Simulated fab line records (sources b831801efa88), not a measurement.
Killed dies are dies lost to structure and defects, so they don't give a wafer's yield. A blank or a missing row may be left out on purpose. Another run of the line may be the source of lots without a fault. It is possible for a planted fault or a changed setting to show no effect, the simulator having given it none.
fab line records	flow sky130
record: lots: 7	wafers: 21	last_day: 50
route steps=708 shown METAL2@489 PAD_OPEN@708
lots with no fault: from the same line, run without faults
start_h: start of the lot's first displayed wafer, in hours after the record's first day	wait_h: hours from the lot's prior step to this one	" identical to the entry in the row above	L1.1+2: a row that stands for several wafers	- either no value or no given start	* or withheld: withheld	< > ~ a bound
route shown NAME@n: names a module that has steps shown in the file, with the first one's number in the route	usual: average and standard deviation across the fault-free wafers	same: alike in all rows	chamber/n: place in a boat	sites: the reading at each site	_std_site: the values' standard deviation	_edge_site: inner sites' mean taken away from outer sites' mean	radius_mm: how far each site lies from the wafer's centre	mask NAME#n: copy n	behind: the most recent tool/chamber to have shaped the wafer	hold: what put the lot on hold/how long, in hours/how the hold closed	device: the transistor (n, p or np) that didn't switch	end of line: tests of these same wafers at the route's end	step lacking rows: just its recipe	killed: dies lost to structure and defects at the first sort, not the wafer's yield	map: a wafer's dies, marking killed ones x, the rest . and places with no die _
set.NAME: the setting as run; set.NAME@STEP: as run at that earlier step	model.NAME: the simulator's own value behind a step, which no gauge read
a table for each step, a row for each wafer; lots at some steps of the route
services: when a tool's chamber went out of use (start_h, in hours from the record's first day, below 0 if earlier), for how many hours, and the reason
== steps ==
step: SKY_METAL2_THK_MEAS_06
recipe: thk_meas_gauge: xrf	reads: AlCu_of_METAL2_SPUTTER_02
usual: METAL2_ALCU_THK: 246/3.4
lot.wafer	tool	chamber	start_h	wait_h	METAL2_ALCU_THK[nm]
L948.3	film_metro-03	-	830.19	0.1	246
L948.4	"	-	"	"	246
L948.6	"	-	"	"	245
L956.1	film_metro-03	-	882.08	0.1	242
L956.3	"	-	"	"	242
L956.6	"	-	"	"	243
L960.2	film_metro-02	-	916.50	0.1	251
L960.3	"	-	"	"	250
L960.4	"	-	"	"	252
L962.3	film_metro-04	-	942.15	0.1	250
L962.5	"	-	"	"	250
L962.6	"	-	"	"	252
L964.2	film_metro-04	-	943.74	0.1	248
L964.3	"	-	"	"	248
L964.4	"	-	"	"	249
L965.3	film_metro-03	-	953.15	0.1	251
L965.4	"	-	"	"	247
L965.5	"	-	"	"	249
L967.2	film_metro-03	-	960.09	0.1	244
L967.5	"	-	"	"	249
L967.6	"	-	"	"	244
step: SKY_METAL2_DEHYDRATE_07
recipe: temp_c: 200	time_s: 60
step: SKY_METAL2_HMDS_08
recipe: prime_time_s: 60	prime_temp_c: 120
step: SKY_METAL2_COAT_09
recipe: resist: BARC	temp_c: withheld	time_s: withheld	spin_rpm: 3000	resist_thk_nm: 60
step: SKY_METAL2_COAT_10
recipe: resist: KrF-thick	spin_rpm: 3000	resist_thk_nm: 450
step: SKY_METAL2_SOFTBAKE_11
recipe: temp_c: 100.4	time_s: 90	resist: KrF-thick
step: SKY_METAL2_EXPOSE_12
recipe: mask_id: MM2	na: 0.8	source_shape: annular	sigma_inner: 0.55	sigma_outer: 0.85	target_cd_nm: 140	dose_mj: 28
step: SKY_METAL2_PEB_13
recipe: peb_temp_c: withheld	peb_time_s: withheld	resist: KrF-thick
step: SKY_METAL2_DEVELOP_14
recipe: develop_time_s: 60	resist: KrF-thick	dev_temp_c: 21
step: SKY_METAL2_CD_MEAS_15
recipe: target_cd_nm: 140
usual: cd_nm: 140.6/1.7
lot.wafer	tool	chamber	start_h	wait_h	cd_nm
L948.3	cd_sem-02	-	856.97	-	139.7
L948.4	"	-	"	"	141.2
L948.6	"	-	"	"	140.9
L956.1	cd_sem-01	-	907.74	-	140.8
L956.3	"	-	"	"	142.7
L956.6	"	-	"	"	140.8
L960.2	cd_sem-02	-	941.67	-	140.1
L960.3	"	-	"	"	141.2
L960.4	"	-	"	"	140.4
L962.3	cd_sem-02	-	966.79	-	138.3
L962.5	"	-	"	"	139.9
L962.6	"	-	"	"	138.5
L964.2	cd_sem-01	-	968.62	-	142.0
L964.3	"	-	"	"	141.8
L964.4	"	-	"	"	142.4
L965.3	cd_sem-02	-	977.14	-	142.6
L965.4	"	-	"	"	142.6
L965.5	"	-	"	"	143.2
L967.2	cd_sem-01	-	984.16	-	137.5
L967.5	"	-	"	"	138.4
L967.6	"	-	"	"	137.9
step: SKY_METAL2_OVL_MEAS_16
usual: METAL2_OVL: 4/6.1
lot.wafer	tool	chamber	start_h	wait_h	METAL2_OVL[nm]
L948.3	overlay-02	-	857.06	0.1	-2
L948.4	"	-	"	"	8
L948.6	"	-	"	"	6
L956.1	overlay-02	-	907.86	0.1	7
L956.3	"	-	"	"	2
L956.6	"	-	"	"	7
L960.2	overlay-01	-	941.78	0.1	-9
L960.3	"	-	"	"	-7
L960.4	"	-	"	"	-5
L962.3	overlay-02	-	966.89	0.1	7
L962.5	"	-	"	"	10
L962.6	"	-	"	"	8
L964.2	overlay-01	-	968.73	0.1	-4
L964.3	"	-	"	"	-4
L964.4	"	-	"	"	3
L965.3	overlay-02	-	977.24	0.1	10
L965.4	"	-	"	"	5
L965.5	"	-	"	"	5
L967.2	overlay-02	-	984.27	0.1	2
L967.5	"	-	"	"	0
L967.6	"	-	"	"	8
step: SKY_METAL2_DESCUM_17
recipe: chemistry: O2	source_power_w: 150	bias_power_w: 0	pressure_mtorr: 10	temp_c: 40	time_s: 8
usual: drypump_motor_current_A: 5.5/0.42	oes_product_au: 1.000/0.0087
lot.wafer	tool	chamber	start_h	wait_h	drypump_motor_current_A	oes_product_au	rf_hours_counter_h
L948.3	rie_metal-03	1	857.10	0.0	5.8	1.005	-
L948.4	"	0	"	"	4.9	1.023	-
L948.6	"	0	"	"	4.9	1.011	-
L956.1	rie_metal-01	1	907.90	0.0	5.9	1.004	6
L956.3	"	1	"	"	5.9	1.001	-
L956.6	"	0	"	"	5.1	1.013	-
L960.2	rie_metal-02	0	941.81	0.0	5.0	1.009	2
L960.3	"	0	"	"	5.0	1.009	-
L960.4	"	1	"	"	5.8	0.993	-
L962.3	rie_metal-02	0	966.92	0.0	5.0	0.996	-
L962.5	"	0	"	"	5.0	0.998	-
L962.6	"	1	"	"	5.8	0.983	-
L964.2	rie_metal-01	1	968.76	0.0	5.9	0.998	8
L964.3	"	1	"	"	5.9	0.989	-
L964.4	"	0	"	"	5.1	1.007	-
L965.3	rie_metal-02	1	977.27	0.0	5.8	0.993	-
L965.4	"	0	"	"	5.0	0.997	-
L965.5	"	1	"	"	5.8	0.994	-
L967.2	rie_metal-02	0	984.30	0.0	5.0	0.991	4
L967.5	"	1	"	"	5.8	0.994	-
L967.6	"	0	"	"	5.0	0.994	-
step: SKY_METAL2_ETCH_18
recipe: chemistry: N2/H2	target: BARC	ion_energy_ev: 200	bias_w: 100	pressure_mtorr: 30	n2_flow_sccm: 100	h2_flow_sccm: 200	icp_w: 500	stop_on: SiO2	time_s: 45.9	target_depth_a: 600
usual: drypump_motor_current_A: 5.5/0.43	oes_product_au: 0.856/0.0048	throttle_valve_pct: 13.225/0.0094
lot.wafer	tool	chamber	start_h	wait_h	drypump_motor_current_A	oes_product_au	rf_hours_counter_h	throttle_valve_pct	model.KrF-thick_of_METAL2_COAT_10.thk_nm	model.METAL2.cd_nm
L948.3	rie_metal-03	1	857.14	0.0	5.9	0.850	-	13.225	392.9	140.2
L948.4	"	0	"	"	4.9	0.850	-	13.214	393.9	141.9
L948.6	"	0	"	"	4.9	0.848	-	13.228	391.4	141.4
L956.1	rie_metal-01	1	907.93	0.0	5.9	0.856	6	13.213	392.2	141.6
L956.3	"	1	"	"	5.9	0.855	-	13.242	393.7	143.5
L956.6	"	0	"	"	5.1	0.866	-	13.234	392.6	141.4
L960.2	rie_metal-02	0	941.84	0.0	5.0	0.856	2	13.220	393.4	138.5
L960.3	"	0	"	"	5.0	0.857	-	13.226	393.6	139.7
L960.4	"	1	"	"	5.8	0.858	-	13.233	394.5	140.3
L962.3	rie_metal-02	0	966.96	0.0	5.0	0.856	-	13.222	393.5	138
L962.5	"	0	"	"	5.0	0.860	-	13.221	371	134.8
L962.6	"	1	"	"	5.8	0.857	-	13.226	370.1	133
L964.2	rie_metal-01	1	968.79	0.0	5.9	0.853	8	13.226	392.9	142.3
L964.3	"	1	"	"	5.9	0.860	-	13.226	394.2	142.5
L964.4	"	0	"	"	5.1	0.859	-	13.232	393.8	142.5
L965.3	rie_metal-02	1	977.31	0.0	5.8	0.847	-	13.219	394	141.8
L965.4	"	0	"	"	5.0	0.854	-	13.218	395	142.1
L965.5	"	1	"	"	5.8	0.866	-	13.242	371	138
L967.2	rie_metal-02	0	984.33	0.0	5.0	0.852	4	13.199	370.8	132.4
L967.5	"	1	"	"	5.8	0.864	-	13.224	369.1	133
L967.6	"	0	"	"	5.0	0.851	-	13.215	368.6	132.5
step: SKY_METAL2_METAL_ETCH_19
recipe: target_depth_a: 3600	stop_on: SiO2	over_etch_frac: 0.3	time_s: 78	chemistry: Cl2/BCl3	resist_sidewall_deg: 88	pressure_mtorr: 10	icp_w: 900	bias_w: 48.5	Cl2_flow_sccm: 60	bcl3_flow_sccm: 30
usual: drypump_motor_current_A: 5.4/0.42	oes_product_au: 0.854/0.006	throttle_valve_pct: 22.263/0.0092
lot.wafer	tool	chamber	start_h	wait_h	drypump_motor_current_A	oes_product_au	rf_hours_counter_h	throttle_valve_pct	model.KrF-thick_of_METAL2_COAT_10.thk_nm	model.METAL2.cd_nm
L948.3	rie_metal-03	1	857.21	0.1	5.8	0.854	-	22.257	160.3	140.2
L948.4	"	0	"	"	4.9	0.846	-	22.271	156.4	145.8
L948.6	"	0	"	"	4.9	0.857	-	22.250	152.6	145
L956.1	rie_metal-01	1	907.99	0.0	5.9	0.857	6	22.243	160.7	142
L956.3	"	1	"	"	5.9	0.854	-	22.253	163.4	145.1
L956.6	"	0	"	"	5.1	0.842	-	22.251	158.1	142.2
L960.2	rie_metal-02	0	941.90	0.0	4.9	0.855	2	22.262	158.5	139
L960.3	"	0	"	"	5.0	0.865	-	22.278	157.8	139.9
L960.4	"	1	"	"	5.8	0.860	-	22.283	164.2	143.7
L962.3	rie_metal-02	0	967.03	0.1	5.0	0.857	-	22.250	160.5	139.1
L962.5	"	0	"	"	5.0	0.859	-	22.266	137	135.7
L962.6	"	1	"	"	5.8	0.857	-	22.266	138.1	136.1
L964.2	rie_metal-01	1	968.85	0.0	5.9	0.857	8	22.244	160.5	143.9
L964.3	"	1	"	"	5.9	0.849	-	22.279	161.4	144.6
L964.4	"	0	"	"	5.1	0.847	-	22.274	157.7	142.1
L965.3	rie_metal-02	1	977.38	0.1	5.8	0.860	-	22.260	163.4	144.8
L965.4	"	0	"	"	5.0	0.854	-	22.254	159.5	143.8
L965.5	"	1	"	"	5.8	0.858	-	22.263	139.9	140.4
L967.2	rie_metal-02	0	984.39	0.0	5.0	0.848	4	22.256	135.4	131
L967.5	"	1	"	"	5.8	0.853	-	22.254	138.1	136.8
L967.6	"	0	"	"	5.0	0.850	-	22.273	133.4	132.7
step: SKY_METAL2_STRIP_20
recipe: chemistry: O2/N2	power_w: 1400	pressure_mtorr: 1500	platen_temp_c: withheld	o2_flow_sccm: 3000	n2_flow_sccm: 300	overash_fraction: 0.5
usual: drypump_motor_current_A: 6.11/0.22	oes_product_au: 0.343/0.0053	strip_time_to_endpoint_s: 2.69/0.04
lot.wafer	tool	chamber	start_h	wait_h	drypump_motor_current_A	oes_product_au	rf_hours_counter_h	strip_time_to_endpoint_s
L948.3	plasma_asher-01	0	857.31	0.1	6.15	0.344	-	2.70
L948.4	"	1	"	"	5.92	0.348	-	2.67
L948.6	"	1	"	"	5.91	0.339	-	2.62
L956.1	plasma_asher-03	1	908.08	0.1	6.50	0.342	17	2.73
L956.3	"	1	"	"	6.52	0.353	-	2.75
L956.6	"	0	"	"	5.81	0.349	-	2.69
L960.2	plasma_asher-01	1	941.99	0.1	5.91	0.329	109	2.70
L960.3	"	1	"	"	5.90	0.346	-	2.70
L960.4	"	0	"	"	6.18	0.342	-	2.76
L962.3	plasma_asher-04	1	967.13	0.1	6.23	0.345	-	2.72
L962.5	"	0	"	"	6.05	0.337	-	2.47
L962.6	"	1	"	"	6.24	0.338	-	2.47
L964.2	plasma_asher-04	0	968.94	0.1	6.07	0.351	53	2.70
L964.3	"	0	"	"	6.04	0.345	-	2.72
L964.4	"	1	"	"	6.23	0.342	-	2.68
L965.3	plasma_asher-01	0	977.48	0.1	6.17	0.348	-	2.75
L965.4	"	1	"	"	5.91	0.354	-	2.71
L965.5	"	1	"	"	5.89	0.331	-	2.50
L967.2	plasma_asher-04	0	984.48	0.1	6.05	0.329	55	2.43
L967.5	"	0	"	"	6.11	0.338	-	2.47
L967.6	"	1	"	"	6.22	0.334	-	2.41
step: SKY_METAL2_STRIP_21
recipe: chemistry: post_etch_residue_remover	time_s: 1200	temp_c: 72.5
step: SKY_PAD_OPEN_PROBE_99
usual: defect_limited_yield: 82.5/1.6	killed_at_M0_to_M3: 43/6.6	killed_at_M4_up: 3.4/1.8	killed_at_contacts: 24/5.7	killed_at_front_end: 15/4.2	killed_at_other: 0.3/0.58	killed_dies: 86/8	killed_open: 46/7.2	killed_short: 39/5.8	sort_bin_3_pad_short: 0.9/0.41	sort_bin_5_function: 10.3/1.2	sort_bin_6_memory: 6.3/1.1	sort_n_pass: 406/8	sort_yield_pct: 82.5/1.6
same: gross_dies: 492	killed_at_back_side: 0	sort_bin_4_leakage[%]: 0	sort_bin_8_speed[%]: 0
lot.wafer	tool	chamber	start_h	wait_h	defect_limited_yield[%]	killed_at_M0_to_M3	killed_at_M4_up	killed_at_contacts	killed_at_front_end	killed_at_other	killed_dies	killed_open	killed_short	sort_bin_3_pad_short[%]	sort_bin_5_function[%]	sort_bin_6_memory[%]	sort_n_pass	sort_yield_pct[%]
L948.3	prober-02	-	1105.82	0.2	84.3	38	2	28	9	0	77	43	34	0.8	8.3	6.5	415	84.3
L948.4	prober-02	-	1105.87	0.2	80.7	47	5	30	13	0	95	63	31	0.2	13.0	6.1	397	80.7
L948.6	prober-02	-	1105.97	0.2	83.1	34	6	25	18	0	83	39	44	1.2	8.5	7.1	409	83.1
L956.1	prober-01	-	1147.23	0.1	83.1	47	4	16	16	0	83	39	44	1.2	10.2	5.5	409	83.1
L956.3	prober-01	-	1147.33	0.2	82.7	36	2	32	15	0	85	48	37	0.6	10.2	6.5	407	82.7
L956.6	prober-01	-	1147.48	0.2	81.1	49	3	24	17	0	93	45	47	1.2	10.6	7.1	399	81.1
L960.2	prober-01	-	1172.67	0.1	86.2	36	4	18	10	0	68	29	39	0.8	8.7	4.3	424	86.2
L960.3	prober-01	-	1172.72	0.2	85.4	40	4	15	12	1	72	32	40	1.0	7.7	5.9	420	85.4
L960.4	prober-01	-	1172.77	0.2	83.3	41	2	22	17	0	82	43	39	0.6	9.8	6.3	410	83.3
L962.3	prober-02	-	1190.56	0.2	80.7	49	2	28	16	0	95	52	43	0.4	12.6	6.3	397	80.7
L964.2	prober-01	-	1192.08	0.1	78.9	54	5	24	21	0	104	51	53	0.8	12.4	7.9	388	78.9
L964.3	prober-01	-	1192.13	0.2	82.9	49	4	17	14	0	84	45	38	1.2	10.0	5.9	408	82.9
L964.4	prober-01	-	1192.18	0.2	82.3	44	4	24	15	0	87	54	33	1.4	10.2	6.1	405	82.3
L965.3	prober-02	-	1197.54	0.2	82.7	39	3	30	13	0	85	40	45	1.2	10.0	6.1	407	82.7
L965.4	prober-02	-	1197.59	0.2	82.7	38	7	25	15	0	85	42	40	0.6	11.0	5.7	407	82.7
L965.5	prober-02	-	1197.64	0.2	80.3	45	5	32	14	1	97	52	45	1.2	11.0	7.5	395	80.3
L967.2	prober-01	-	1200.08	0.1	82.7	46	4	22	12	1	85	45	40	0.6	10.4	6.3	407	82.7
L967.5	prober-01	-	1200.23	0.2	81.5	46	3	19	23	0	91	44	46	1.2	9.8	7.5	401	81.5
L967.6	prober-01	-	1200.28	0.2	84.3	40	3	21	12	1	77	44	32	0.6	10.4	4.7	415	84.3
killed by level:class
L948.3 VIA3:geometric_particle:open=9 LI_CONTACT:geometric_particle:open=8 VIA1:geometric_particle:short=8 CONTACT:geometric_particle:open=7 LOCAL_INTERCONNECT:geometric_particle:short=6 VIA1:geometric_particle:open=6 METAL2:geometric_particle:short=5 FIELD_ISO:geometric_particle:short=3
L948.4 CONTACT:geometric_particle:open=16 VIA1:geometric_particle:open=11 VIA2:geometric_particle:open=9 LI_CONTACT:geometric_particle:open=7 VIA3:geometric_particle:open=7 FIELD_ISO:geometric_particle:open=4 CONTACT:geometric_particle:short=4 METAL1:geometric_particle:short=4
L948.6 CONTACT:geometric_particle:open=12 FIELD_ISO:geometric_particle:short=6 CONTACT:geometric_particle:short=6 VIA1:geometric_particle:short=6 METAL1:geometric_particle:short=5 VIA1:geometric_particle:open=5 VIA2:geometric_particle:short=5 LI_CONTACT:geometric_particle:open=4
L956.1 METAL2:geometric_particle:short=9 VIA1:geometric_particle:open=8 CONTACT:geometric_particle:open=7 VIA3:geometric_particle:open=6 POLY_GATE:geometric_particle:short=5 METAL1:geometric_particle:short=5 VIA1:geometric_particle:short=5 POLY_GATE:geometric_particle:open=4
L956.3 CONTACT:geometric_particle:open=16 VIA1:geometric_particle:open=9 CONTACT:geometric_particle:short=7 VIA3:geometric_particle:open=7 METAL2:geometric_particle:short=6 FIELD_ISO:geometric_particle:short=5 LI_CONTACT:geometric_particle:open=5 METAL3:geometric_particle:short=5
L956.6 CONTACT:geometric_particle:open=12 VIA1:geometric_particle:open=9 VIA3:geometric_particle:open=8 VIA3:geometric_particle:short=7 METAL1:geometric_particle:short=6 METAL2:geometric_particle:short=5 CONTACT:geometric_particle:short=4 POLY_GATE:geometric_particle:short=4
L960.2 VIA1:geometric_particle:open=9 METAL2:geometric_particle:short=7 VIA2:geometric_particle:short=7 CONTACT:geometric_particle:open=6 LI_CONTACT:geometric_particle:open=5 METAL1:geometric_particle:short=4 METAL4:geometric_particle:short=4 FIELD_ISO:geometric_particle:short=3
L960.3 METAL1:geometric_particle:short=10 VIA1:geometric_particle:open=7 POLY_GATE:geometric_particle:short=5 LI_CONTACT:geometric_particle:open=5 CONTACT:geometric_particle:open=5 VIA2:geometric_particle:open=5 METAL3:geometric_particle:short=4 METAL4:geometric_particle:short=4
L960.4 VIA2:geometric_particle:open=10 VIA1:geometric_particle:open=9 METAL1:geometric_particle:short=6 LOCAL_INTERCONNECT:geometric_particle:short=6 CONTACT:geometric_particle:open=6 FIELD_ISO:geometric_particle:short=5 FIELD_ISO:geometric_particle:open=5 POLY_GATE:geometric_particle:short=4
L962.3 VIA1:geometric_particle:open=13 CONTACT:geometric_particle:open=11 METAL3:geometric_particle:short=7 VIA2:geometric_particle:open=6 POLY_GATE:geometric_particle:open=5 LOCAL_INTERCONNECT:geometric_particle:short=5 METAL1:geometric_particle:short=5 METAL2:geometric_particle:short=5
L964.2 VIA1:geometric_particle:open=14 CONTACT:geometric_particle:short=8 VIA1:geometric_particle:short=8 FIELD_ISO:geometric_particle:open=7 VIA3:geometric_particle:open=7 FIELD_ISO:geometric_particle:short=6 VIA2:geometric_particle:open=6 LOCAL_INTERCONNECT:geometric_particle:short=6
L964.3 CONTACT:geometric_particle:open=8 VIA1:geometric_particle:open=8 METAL2:geometric_particle:short=8 VIA2:geometric_particle:open=8 VIA1:geometric_particle:short=6 VIA3:geometric_particle:open=6 FIELD_ISO:geometric_particle:open=4 VIA3:geometric_particle:short=4
L964.4 VIA1:geometric_particle:open=17 VIA2:geometric_particle:open=8 LI_CONTACT:geometric_particle:open=7 POLY_GATE:geometric_particle:open=6 CONTACT:geometric_particle:open=6 FIELD_ISO:geometric_particle:short=4 METAL3:geometric_particle:short=4 METAL4:geometric_particle:short=4
L965.3 CONTACT:geometric_particle:short=10 CONTACT:geometric_particle:open=8 VIA1:geometric_particle:open=7 LI_CONTACT:geometric_particle:open=6 VIA1:geometric_particle:short=6 METAL1:geometric_particle:short=5 METAL2:geometric_particle:short=5 VIA2:geometric_particle:open=5
L965.4 VIA1:geometric_particle:open=10 CONTACT:geometric_particle:open=9 METAL1:geometric_particle:short=8 CONTACT:geometric_particle:short=6 VIA3:geometric_particle:open=6 LI_CONTACT:geometric_particle:open=5 VIA1:geometric_particle:short=5 FIELD_ISO:geometric_particle:open=4
L965.5 VIA1:geometric_particle:open=11 VIA2:geometric_particle:open=10 LI_CONTACT:geometric_particle:open=8 LOCAL_INTERCONNECT:geometric_particle:short=8 CONTACT:geometric_particle:open=8 FIELD_ISO:geometric_particle:short=5 METAL3:geometric_particle:short=5 VIA3:geometric_particle:open=4
L967.2 CONTACT:geometric_particle:open=10 METAL2:geometric_particle:short=8 VIA2:geometric_particle:open=8 METAL1:geometric_particle:short=7 VIA1:geometric_particle:open=7 LI_CONTACT:geometric_particle:open=5 VIA2:geometric_particle:short=4 VIA3:geometric_particle:open=4
L967.5 VIA1:geometric_particle:open=10 FIELD_ISO:geometric_particle:short=6 VIA2:geometric_particle:open=6 POLY_GATE:geometric_particle:short=6 LI_CONTACT:geometric_particle:open=6 CONTACT:geometric_particle:open=5 CONTACT:geometric_particle:short=5 VIA1:geometric_particle:short=5
L967.6 CONTACT:geometric_particle:open=8 LI_CONTACT:geometric_particle:open=7 VIA1:geometric_particle:open=7 VIA2:geometric_particle:open=6 FIELD_ISO:geometric_particle:open=5 METAL1:geometric_particle:short=5 VIA1:geometric_particle:short=5 VIA2:geometric_particle:short=5
== services ==
tool	chamber	start_h	hours	kind
plasma_asher-04	-	846.72	2.0	repair
rie_metal-02	1	858.24	-	clean
rie_metal-02	1	858.24	14.6	scheduled_down
rie_metal-02	1	858.24	14.6	vent_cycle
plasma_asher-04	-	867.82	10.3	repair
rie_metal-02	0	890.15	-	clean
rie_metal-02	0	890.15	17.9	scheduled_down
rie_metal-02	0	890.15	17.9	vent_cycle
plasma_asher-04	-	914.48	2.8	pm
plasma_asher-01	-	967.37	3.0	repair
== key ==
first_sign: step: SKY_METAL2_STRIP_20	reading: strip_time_to_endpoint_s	direction: down	sigmas: 5.8	usual: *	struck: *
effect none on later readings
model_effect: step: SKY_METAL2_ETCH_18	value: KrF-thick_of_METAL2_COAT_10.thk_nm	without: 393.1	struck: 370.1
model_effect: step: SKY_METAL2_METAL_ETCH_19	value: KrF-thick_of_METAL2_COAT_10.thk_nm	without: 160	struck: 137
met_at SKY_METAL2_ETCH_18
struck_wafers L962.5,L962.6,L965.5,L967.2,L967.5,L967.6
onset_between 941.84 966.96
fault: kind: process_parameter_drift	tool: rie_metal-02	chamber: -	onset_h: 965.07	steps: SKY_METAL2_ETCH_18	channel: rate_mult	offset: 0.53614	shape: step	end_h: 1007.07	scope: struck_wafers_only
